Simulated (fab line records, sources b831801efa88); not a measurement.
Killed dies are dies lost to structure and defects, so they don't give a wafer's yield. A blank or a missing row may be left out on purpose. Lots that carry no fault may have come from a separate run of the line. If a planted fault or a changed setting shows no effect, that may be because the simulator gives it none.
fab line records    flow sky130    part 1 of 2: steps 1 to 29 of 45
record: lots: 5  wafers: 15  last_day: 50
route steps=708 shown CAP2M@606 METAL4@621 VIA4@639
lots untouched by any fault: they come from a run of this same line in which no faults occurred
start_h: the number of hours between the record's first day and the start of the first shown wafer of the lot    wait_h: hours from the lot's prior step to this one    " unchanged from the row above    L1.1+2: one row covering several wafers at once    - value missing, or start not given    * or withheld: withheld    < > ~ a bound
route shown NAME@n: NAME is a module with steps in the file, n the number in the route of the first one    usual: the fault-free wafers' mean and standard deviation    same: alike in all rows    chamber/n: place in a boat    sites: per-site readings    _std_site: standard deviation of those values    _edge_site: inner sites' mean taken away from outer sites' mean    radius_mm: for every site, how far away it sits from the centre of the wafer    mask NAME#n: copy n    behind: the last tool/chamber to shape the wafer    hold: the reason the lot was held/the length of the hold in hours/how it ended    device: the transistor (n, p or np) that didn't switch    end of line: the tests these same wafers got at the end of their route    step lacking rows: just its recipe    killed: not the wafer's yield, but the dies lost to structure and defects at the first sort    map: a wafer's dies, marking killed ones x, the rest . and places with no die _
set.NAME: the setting that was run; set.NAME@STEP: the one run at that earlier step    model.NAME: the simulator's own value behind a step, which no gauge read
lots seen at some steps along the route; tables by step, rows by wafer
services: the hour from which a tool's chamber was out of use, counted from the record's first day as start_h (under 0 if before that day), plus the number of hours and why
== steps ==
step: SKY_CAP2M_RS_MEAS_03
recipe: thk_meas_gauge: four-point-probe  reads: TiN_of_CAP2M_SPUTTER_02
usual: CAP2M_TIN_RS: 6.88/0.064
lot.wafer  tool           chamber  start_h  wait_h  CAP2M_TIN_RS[ohm/sq]
L077.1     film_metro-04  -        958.45   0.1     6.93
L077.2     "              -        "        "       6.95
L077.3     "              -        "        "       6.93
L080.2     film_metro-02  -        976.06   0.1     6.91
L080.5     "              -        "        "       6.83
L080.6     "              -        "        "       6.90
L083.2     film_metro-02  -        999.68   0.1     6.95
L083.3     "              -        "        "       6.85
L083.6     "              -        "        "       6.82
L093.1     film_metro-04  -        1059.09  0.1     6.93
L093.4     "              -        "        "       6.89
L093.6     "              -        "        "       6.95
L096.1     film_metro-04  -        1075.28  0.1     6.90
L096.2     "              -        "        "       6.76
L096.6     "              -        "        "       6.87
step: SKY_CAP2M_THK_MEAS_04
recipe: thk_meas_gauge: xrf  reads: TiN_of_CAP2M_SPUTTER_02
usual: CAP2M_TIN_THK: 196.2/2
lot.wafer  tool           chamber  start_h  wait_h  CAP2M_TIN_THK[nm]
L077.1     film_metro-04  -        958.57   0.1     194.8
L077.2     "              -        "        "       193.6
L077.3     "              -        "        "       194.6
L080.2     film_metro-02  -        976.17   0.1     197.3
L080.5     "              -        "        "       198.7
L080.6     "              -        "        "       196.6
L083.2     film_metro-02  -        999.79   0.1     194.5
L083.3     "              -        "        "       197.7
L083.6     "              -        "        "       199.1
L093.1     film_metro-04  -        1059.21  0.1     194.6
L093.4     "              -        "        "       195.0
L093.6     "              -        "        "       194.2
L096.1     film_metro-04  -        1075.40  0.1     196.5
L096.2     "              -        "        "       200.2
L096.6     "              -        "        "       196.2
step: SKY_CAP2M_DEHYDRATE_05
recipe: temp_c: 200  time_s: 60
lot.wafer   tool            chamber  start_h  wait_h
L077.1+2+3  litho_track-03  0        971.11   12.5
L080.2+5+6  litho_track-01  0        986.85   10.7
L083.2+3+6  litho_track-03  0        1010.08  10.3
L093.1+4+6  litho_track-03  0        1069.91  10.7
L096.1+2+6  litho_track-03  0        1084.81  9.4
step: SKY_CAP2M_HMDS_06
recipe: prime_time_s: 60  prime_temp_c: 120
lot.wafer   tool            chamber  start_h  wait_h
L077.1+2+3  litho_track-03  0        971.26   0.1
L080.2+5+6  litho_track-01  0        987.00   0.1
L083.2+3+6  litho_track-03  0        1010.23  0.1
L093.1+4+6  litho_track-03  0        1070.06  0.1
L096.1+2+6  litho_track-03  0        1084.96  0.1
step: SKY_CAP2M_COAT_07
recipe: resist: NOVOLAK  spin_rpm: 3000  resist_thk_nm: 1140
lot.wafer   tool            chamber  start_h  wait_h
L077.1+2+3  litho_track-03  0        971.41   0.1
L080.2+5+6  litho_track-01  0        987.15   0.1
L083.2+3+6  litho_track-03  0        1010.38  0.1
L093.1+4+6  litho_track-03  0        1070.21  0.1
L096.1+2+6  litho_track-03  0        1085.11  0.1
step: SKY_CAP2M_SOFTBAKE_08
recipe: temp_c: 90  time_s: 60  resist: NOVOLAK
lot.wafer   tool            chamber  start_h  wait_h
L077.1+2+3  litho_track-03  0        971.56   0.1
L080.2+5+6  litho_track-01  0        987.30   0.1
L083.2+3+6  litho_track-03  0        1010.53  0.1
L093.1+4+6  litho_track-03  0        1070.36  0.1
L096.1+2+6  litho_track-03  0        1085.26  0.1
step: SKY_CAP2M_EXPOSE_09
recipe: mask_id: CAP2M  na: 0.6  source_shape: conventional  sigma_outer: 0.6  polarization: unpolarized  target_cd_nm: 1000  dose_mj: 159
lot.wafer   tool              chamber  start_h  wait_h  mask
L077.1+2+3  iline_stepper-02  0        -        -       CAP2M#0
L080.2+5+6  iline_stepper-02  0        -        -       CAP2M#0
L083.2+3+6  iline_stepper-02  0        -        -       CAP2M#0
L093.1+4+6  iline_stepper-01  0        -        -       CAP2M#0
L096.1+2+6  iline_stepper-01  0        -        -       CAP2M#0
step: SKY_CAP2M_PEB_10
recipe: temp_c: withheld  time_s: *  resist: NOVOLAK
lot.wafer   tool            chamber  start_h  wait_h
L077.1+2+3  litho_track-01  0        -        -
L080.2+5+6  litho_track-01  0        -        -
L083.2+3+6  litho_track-02  0        -        -
L093.1+4+6  litho_track-02  0        -        -
L096.1+2+6  litho_track-02  0        -        -
step: SKY_CAP2M_DEVELOP_11
recipe: resist: NOVOLAK  developer: TMAH  develop_time_s: 60  dev_temp_c: 23
lot.wafer   tool            chamber  start_h  wait_h
L077.1+2+3  litho_track-01  0        982.52   0.1
L080.2+5+6  litho_track-01  0        999.40   0.1
L083.2+3+6  litho_track-02  0        1022.79  0.1
L093.1+4+6  litho_track-02  0        1080.02  0.1
L096.1+2+6  litho_track-02  0        1095.82  0.1
step: SKY_CAP2M_OVL_MEAS_12
usual: CAP2M_OVL: 0.8/1.4
lot.wafer  tool        chamber  start_h  wait_h  CAP2M_OVL[nm]
L077.1     overlay-01  -        982.67   0.1     0.1
L077.2     "           -        "        "       0.3
L077.3     "           -        "        "       1.8
L080.2     overlay-02  -        999.53   0.1     2.2
L080.5     "           -        "        "       1.0
L080.6     "           -        "        "       2.3
L083.2     overlay-01  -        1022.92  0.1     1.3
L083.3     "           -        "        "       1.2
L083.6     "           -        "        "       1.1
L093.1     overlay-02  -        1080.17  0.1     1.3
L093.4     "           -        "        "       1.6
L093.6     "           -        "        "       1.8
L096.1     overlay-01  -        1095.97  0.1     -1.4
L096.2     "           -        "        "       0.1
L096.6     "           -        "        "       -1.5
step: SKY_CAP2M_METAL_ETCH_13
recipe: target_depth_nm: 220  stop_on: SiO2  chemistry: Cl2/BCl3  target: TiN  pressure_mtorr: 10  icp_w: 869.6  bias_w: 48.5  Cl2_flow_sccm: 60  bcl3_flow_sccm: 30  time_s: 62.9
usual: bcl3_flow_sccm: 30.00/0.092  drypump_motor_current_A: 5.5/0.49  he_backside_leak_sccm: 3.4/0.34  oes_product_au: 0.942/0.0067  throttle_valve_pct: 21.901/0.0087
lot.wafer  tool          chamber  start_h  wait_h  bcl3_flow_sccm  drypump_motor_current_A  he_backside_leak_sccm  oes_product_au  rf_hours_counter_h  throttle_valve_pct
L077.1     rie_metal-03  1        982.71   0.0     30.07           6.0                      3.3                    0.936           3                   21.897
L077.2     "             1        "        "       30.07           6.0                      3.4                    0.946           -                   21.893
L077.3     "             1        "        "       30.03           6.0                      3.6                    0.937           -                   21.904
L080.2     rie_metal-04  0        999.56   0.0     30.13           5.5                      3.6                    0.943           22                  21.896
L080.5     "             0        "        "       30.12           5.6                      3.6                    0.945           -                   21.892
L080.6     "             1        "        "       29.82           4.9                      3.4                    0.938           -                   21.903
L083.2     rie_metal-03  0        1022.95  0.0     29.92           5.1                      3.5                    0.940           18                  21.896
L083.3     "             1        "        "       29.94           6.0                      3.2                    0.949           -                   21.908
L083.6     "             0        "        "       29.94           5.2                      3.4                    0.953           -                   21.894
L093.1     rie_metal-04  1        1080.20  0.0     29.94           4.9                      3.3                    0.951           24                  21.893
L093.4     "             1        "        "       30.00           4.9                      3.5                    0.932           -                   21.883
L093.6     "             0        "        "       30.04           5.6                      3.5                    0.932           -                   21.898
L096.1     rie_metal-03  1        1096.00  0.0     30.04           6.0                      3.5                    0.940           10                  21.889
L096.2     "             0        "        "       30.06           5.2                      3.2                    0.950           23                  21.898
L096.6     "             1        "        "       29.93           6.0                      3.2                    0.943           -                   21.903
step: SKY_CAP2M_STRIP_14
recipe: chemistry: O2/N2  power_w: 1400  pressure_mtorr: 1500  platen_temp_c: withheld  o2_flow_sccm: 3000  n2_flow_sccm: 300  overash_fraction: 0.5
usual: drypump_motor_current_A: 5.5/0.47  oes_product_au: 0.710/0.0047  strip_time_to_endpoint_s: 12.70/0.043
lot.wafer  tool             chamber  start_h  wait_h  drypump_motor_current_A  oes_product_au  rf_hours_counter_h  strip_time_to_endpoint_s
L077.1     plasma_asher-03  1        982.86   0.1     5.2                      0.707           56                  12.71
L077.2     "                0        "        "       5.6                      0.717           56                  12.68
L077.3     "                0        "        "       5.6                      0.713           -                   12.68
L080.2     plasma_asher-04  1        999.63   0.1     5.7                      0.707           115                 12.76
L080.5     "                1        "        "       5.7                      0.713           -                   12.75
L080.6     "                0        "        "       5.0                      0.718           -                   12.72
L083.2     plasma_asher-04  0        1023.03  0.1     5.0                      0.711           117                 12.75
L083.3     "                1        "        "       5.7                      0.711           -                   12.71
L083.6     "                0        "        "       5.0                      0.700           -                   12.70
L093.1     plasma_asher-01  1        1080.28  0.1     6.5                      0.703           93                  12.75
L093.4     "                0        "        "       5.3                      0.715           -                   12.73
L093.6     "                1        "        "       6.5                      0.714           -                   12.75
L096.1     plasma_asher-01  0        1096.08  0.1     5.3                      0.714           95                  12.65
L096.2     "                1        "        "       6.5                      0.710           95                  12.67
L096.6     "                1        "        "       6.5                      0.706           -                   12.69
step: SKY_CAP2M_STRIP_15
recipe: chemistry: post_etch_residue_remover  time_s: 1200  temp_c: 72.5
lot.wafer   tool          chamber  start_h  wait_h
L077.1+2+3  wet_bench-03  2        982.96   0.1
L080.2+5+6  wet_bench-04  0        999.73   0.1
L083.2+3+6  wet_bench-03  1        1023.13  0.1
L093.1+4+6  wet_bench-01  3        1080.38  0.1
L096.1+2+6  wet_bench-04  1        1096.18  0.1
step: SKY_CAP2M_CLEAN_16
recipe: chemistry: IPA  time_s: 180  temp_c: 25
lot.wafer   tool          chamber  start_h  wait_h
L077.1+2+3  wet_bench-04  0        983.30   0.0
L080.2+5+6  wet_bench-01  1        1000.08  0.0
L083.2+3+6  wet_bench-01  0        1023.47  0.0
L093.1+4+6  wet_bench-01  2        1080.75  0.0
L096.1+2+6  wet_bench-04  3        1096.67  0.1
step: SKY_CAP2M_CLEAN_17
recipe: chemistry: O3/DIW  dry: n2_spin
lot.wafer   tool          chamber  start_h  wait_h
L077.1+2+3  wet_bench-01  3        983.37   0.0
L080.2+5+6  wet_bench-03  2        1000.13  0.0
L083.2+3+6  wet_bench-03  3        1023.53  0.0
L093.1+4+6  wet_bench-01  1        1080.82  0.0
L096.1+2+6  wet_bench-01  1        1096.88  0.1
step: SKY_METAL4_DEHYDRATE_05
recipe: temp_c: 200  time_s: 60
lot.wafer   tool            chamber  start_h  wait_h
L077.1+2+3  litho_track-02  0        994.72   11.3
L080.2+5+6  litho_track-03  0        1010.68  10.5
L083.2+3+6  litho_track-04  0        1033.39  9.8
L093.1+4+6  litho_track-02  0        1091.17  10.3
L096.1+2+6  litho_track-03  0        1105.61  8.6
step: SKY_METAL4_HMDS_06
recipe: prime_time_s: 60  prime_temp_c: 120
lot.wafer   tool            chamber  start_h  wait_h
L077.1+2+3  litho_track-02  0        994.87   0.1
L080.2+5+6  litho_track-03  0        1010.83  0.1
L083.2+3+6  litho_track-04  0        1033.54  0.1
L093.1+4+6  litho_track-02  0        1091.32  0.1
L096.1+2+6  litho_track-03  0        1105.76  0.1
step: SKY_METAL4_COAT_07
recipe: resist: BARC  temp_c: withheld  time_s: withheld  spin_rpm: 3000  resist_thk_nm: 60
lot.wafer   tool            chamber  start_h  wait_h
L077.1+2+3  litho_track-02  0        995.02   0.1
L080.2+5+6  litho_track-03  0        1010.98  0.1
L083.2+3+6  litho_track-04  0        1033.69  0.1
L093.1+4+6  litho_track-02  0        1091.47  0.1
L096.1+2+6  litho_track-03  0        1105.91  0.1
step: SKY_METAL4_COAT_08
recipe: resist: KrF-thick  spin_rpm: 3000  resist_thk_nm: 1140
lot.wafer   tool            chamber  start_h  wait_h
L077.1+2+3  litho_track-02  0        -        -
L080.2+5+6  litho_track-03  0        -        -
L083.2+3+6  litho_track-04  0        -        -
L093.1+4+6  litho_track-02  0        -        -
L096.1+2+6  litho_track-03  0        -        -
step: SKY_METAL4_SOFTBAKE_09
recipe: temp_c: 100  time_s: 90  resist: KrF-thick
lot.wafer   tool            chamber  start_h  wait_h
L077.1+2+3  litho_track-02  0        -        -
L080.2+5+6  litho_track-03  0        -        -
L083.2+3+6  litho_track-04  0        -        -
L093.1+4+6  litho_track-02  0        -        -
L096.1+2+6  litho_track-03  0        -        -
step: SKY_METAL4_EXPOSE_10
recipe: mask_id: MM4  na: 0.68  source_shape: annular  sigma_inner: 0.4  sigma_outer: 0.8  target_cd_nm: 300  dose_mj: 28
lot.wafer   tool            chamber  start_h  wait_h  mask
L077.1+2+3  krf_scanner-02  0        -        -       MM4#0
L080.2+5+6  krf_scanner-01  0        -        -       MM4#0
L083.2+3+6  krf_scanner-01  0        -        -       MM4#0
L093.1+4+6  krf_scanner-02  0        -        -       MM4#0
L096.1+2+6  krf_scanner-02  0        -        -       MM4#0
step: SKY_METAL4_PEB_11
recipe: peb_temp_c: withheld  peb_time_s: withheld  resist: KrF-thick
lot.wafer   tool            chamber  start_h  wait_h
L077.1+2+3  litho_track-02  0        -        -
L080.2+5+6  litho_track-02  0        -        -
L083.2+3+6  litho_track-03  0        -        -
L093.1+4+6  litho_track-02  0        -        -
L096.1+2+6  litho_track-04  0        -        -
step: SKY_METAL4_DEVELOP_12
recipe: develop_time_s: 62.52  resist: KrF-thick  dev_temp_c: 21
lot.wafer   tool            chamber  start_h  wait_h
L077.1+2+3  litho_track-02  0        -        -
L080.2+5+6  litho_track-02  0        -        -
L083.2+3+6  litho_track-03  0        -        -
L093.1+4+6  litho_track-02  0        -        -
L096.1+2+6  litho_track-04  0        -        -
step: SKY_METAL4_CD_MEAS_13
recipe: target_cd_nm: 300
usual: cd_nm: 300.1/1.3
lot.wafer  tool       chamber  start_h  wait_h  cd_nm
L077.1     cd_sem-01  -        1006.82  -       299.9
L077.2     "          -        "        "       297.9
L077.3     "          -        "        "       298.5
L080.2     cd_sem-02  -        1023.59  -       299.0
L080.5     "          -        "        "       299.6
L080.6     "          -        "        "       298.4
L083.2     cd_sem-02  -        1045.93  -       298.9
L083.3     "          -        "        "       298.2
L083.6     "          -        "        "       298.6
L093.1     cd_sem-01  -        1101.87  -       301.5
L093.4     "          -        "        "       300.6
L093.6     "          -        "        "       303.1
L096.1     cd_sem-01  -        1116.52  -       299.8
L096.2     "          -        "        "       299.6
L096.6     "          -        "        "       299.9
step: SKY_METAL4_OVL_MEAS_14
usual: METAL4_OVL: -4/4.8
lot.wafer  tool        chamber  start_h  wait_h  METAL4_OVL[nm]
L077.1     overlay-01  -        1006.94  0.1     -7
L077.2     "           -        "        "       1
L077.3     "           -        "        "       -4
L080.2     overlay-02  -        1023.69  0.1     -7
L080.5     "           -        "        "       -8
L080.6     "           -        "        "       -6
L083.2     overlay-01  -        1046.03  0.1     -10
L083.3     "           -        "        "       -8
L083.6     "           -        "        "       -7
L093.1     overlay-01  -        1101.99  0.1     -1
L093.4     "           -        "        "       -6
L093.6     "           -        "        "       -10
L096.1     overlay-01  -        1116.64  0.1     0
L096.2     "           -        "        "       5
L096.6     "           -        "        "       3
step: SKY_METAL4_DESCUM_15
recipe: chemistry: O2  source_power_w: 150  bias_power_w: 0  pressure_mtorr: 10  temp_c: 40  time_s: 8
usual: drypump_motor_current_A: 5.4/0.43  he_backside_leak_sccm: 3.4/0.4  oes_product_au: 1.000/0.0087
lot.wafer  tool          chamber  start_h  wait_h  drypump_motor_current_A  he_backside_leak_sccm  oes_product_au  rf_hours_counter_h
L077.1     rie_metal-02  1        1006.97  0.0     5.3                      3.3                    1.015           8
L077.2     "             0        "        "       6.4                      3.1                    0.980           19
L077.3     "             1        "        "       5.3                      3.4                    0.997           -
L080.2     rie_metal-02  0        1023.72  0.0     6.3                      3.0                    0.979           20
L080.5     "             1        "        "       5.3                      3.4                    1.009           -
L080.6     "             0        "        "       6.4                      3.2                    0.980           -
L083.2     rie_metal-01  1        1046.07  0.0     5.2                      3.2                    0.994           -
L083.3     "             1        "        "       5.2                      3.2                    0.998           -
L083.6     "             1        "        "       5.3                      3.1                    0.996           -
L093.1     rie_metal-01  1        1102.02  0.0     5.2                      3.2                    0.991           24
L093.4     "             0        "        "       5.4                      3.6                    1.011           -
L093.6     "             1        "        "       5.2                      3.1                    1.000           -
L096.1     rie_metal-04  0        1116.67  0.0     5.5                      3.5                    0.983           5
L096.2     "             0        "        "       5.5                      6.4                    0.997           -
L096.6     "             0        "        "       5.5                      3.5                    1.005           -
step: SKY_METAL4_ETCH_16
recipe: chemistry: N2/H2  target: BARC  ion_energy_ev: 200  bias_w: 100  pressure_mtorr: 30  n2_flow_sccm: 100  h2_flow_sccm: 200  icp_w: 500  stop_on: SiO2  time_s: 88.2  target_depth_a: 600
usual: drypump_motor_current_A: 5.4/0.43  he_backside_leak_sccm: 3.37/0.21  oes_product_au: 0.627/0.0043  throttle_valve_pct: 13.204/0.0093
lot.wafer  tool          chamber  start_h  wait_h  drypump_motor_current_A  he_backside_leak_sccm  oes_product_au  rf_hours_counter_h  throttle_valve_pct
L077.1     rie_metal-02  1        1007.01  0.0     5.3                      3.33                   0.626           9                   13.202
L077.2     "             0        "        "       6.3                      3.36                   0.632           19                  13.200
L077.3     "             1        "        "       5.3                      3.45                   0.619           -                   13.188
L080.2     rie_metal-02  0        1023.76  0.0     6.4                      3.44                   0.615           20                  13.203
L080.5     "             1        "        "       5.3                      3.47                   0.629           -                   13.210
L080.6     "             0        "        "       6.4                      3.48                   0.632           -                   13.227
L083.2     rie_metal-01  1        1046.16  0.1     5.2                      3.07                   0.628           -                   13.209
L083.3     "             1        "        "       5.2                      3.12                   0.628           -                   13.206
L083.6     "             1        "        "       5.3                      3.06                   0.626           -                   13.202
L093.1     rie_metal-01  1        1102.06  0.0     5.3                      3.18                   0.627           24                  13.205
L093.4     "             0        "        "       5.4                      3.66                   0.631           -                   13.203
L093.6     "             1        "        "       5.3                      3.12                   0.623           -                   13.200
L096.1     rie_metal-04  0        1116.74  0.1     5.6                      3.34                   0.636           5                   13.192
L096.2     "             0        "        "       5.6                      3.45                   0.631           -                   13.210
L096.6     "             0        "        "       5.6                      3.46                   0.628           -                   13.204
step: SKY_METAL4_ETCH_17
recipe: target: SiO2  stop_on: TiN  chemistry: C4F8/O2/Ar  source_w: 1500  bias_w: 1200  pressure_mtorr: 40  c4f8_flow_sccm: withheld  O2_flow_sccm: 6  Ar_flow_sccm: 300  time_s: 3.9  target_depth_a: 150
usual: oes_product_au: 0.756/0.0079
lot.wafer  tool         chamber  start_h  wait_h  oes_product_au  rf_hours_counter_h
L077.1     rie_diel-02  3        1007.10  0.1     0.753           17
L077.2     "            1        "        "       0.765           21
L077.3     "            2        "        "       0.778           26
L080.2     rie_diel-02  0        1023.85  0.1     0.751           18
L080.5     "            1        "        "       0.753           -
L080.6     "            0        "        "       0.758           -
L083.2     rie_diel-03  3        1046.32  0.1     0.754           21
L083.3     "            2        "        "       0.758           14
L083.6     "            0        "        "       0.760           -
L093.1     rie_diel-02  1        1102.15  0.1     0.749           24
L093.4     "            3        "        "       0.759           20
L093.6     "            3        "        "       0.755           -
L096.1     rie_diel-02  0        1116.93  0.2     0.755           21
L096.2     "            2        "        "       0.736           29
L096.6     "            0        "        "       0.748           -
step: SKY_METAL4_METAL_ETCH_18
recipe: target_depth_a: 8450  stop_on: SiO2  over_etch_frac: 0.3  time_s: 183.1  chemistry: Cl2/BCl3  resist_sidewall_deg: 88  pressure_mtorr: 10  icp_w: 900  bias_w: 48.5  Cl2_flow_sccm: 60  bcl3_flow_sccm: 30
usual: bcl3_flow_sccm: 30.00/0.085  drypump_motor_current_A: 5.4/0.36  he_backside_leak_sccm: 3.35/0.23  oes_product_au: 0.865/0.0059  throttle_valve_pct: 22.264/0.0094
lot.wafer  tool          chamber  start_h  wait_h  bcl3_flow_sccm  drypump_motor_current_A  he_backside_leak_sccm  oes_product_au  rf_hours_counter_h  throttle_valve_pct
L077.1     rie_metal-04  1        1007.12  0.0     29.98           4.9                      3.35                   0.862           17                  22.261
L077.2     "             0        "        "       30.11           5.5                      3.44                   0.858           22                  22.262
L077.3     "             1        "        "       29.89           4.9                      3.31                   0.867           -                   22.236
L080.2     rie_metal-04  1        1023.87  0.0     29.99           5.0                      3.35                   0.867           18                  22.262
L080.5     "             0        "        "       29.95           5.6                      3.57                   0.861           -                   22.249
L080.6     "             1        "        "       29.93           5.0                      3.48                   0.861           -                   22.259
L083.2     rie_metal-02  0        1046.34  0.0     30.05           6.3                      3.54                   0.860           21                  22.250
L083.3     "             1        "        "       29.98           5.3                      3.28                   0.867           -                   22.261
L083.6     "             0        "        "       30.01           6.3                      3.26                   0.858           -                   22.258
L093.1     rie_metal-04  0        1102.17  0.0     29.94           5.6                      3.63                   0.863           4                   22.256
L093.4     "             1        "        "       29.96           4.9                      3.35                   0.869           -                   22.267
L093.6     "             1        "        "       30.01           5.0                      3.31                   0.872           -                   22.254
L096.1     rie_metal-01  1        1116.95  0.0     30.08           5.2                      3.07                   0.871           26                  22.278
L096.2     "             0        "        "       30.12           5.4                      3.59                   0.870           20                  22.281
L096.6     "             1        "        "       29.97           5.2                      3.02                   0.857           -                   22.249
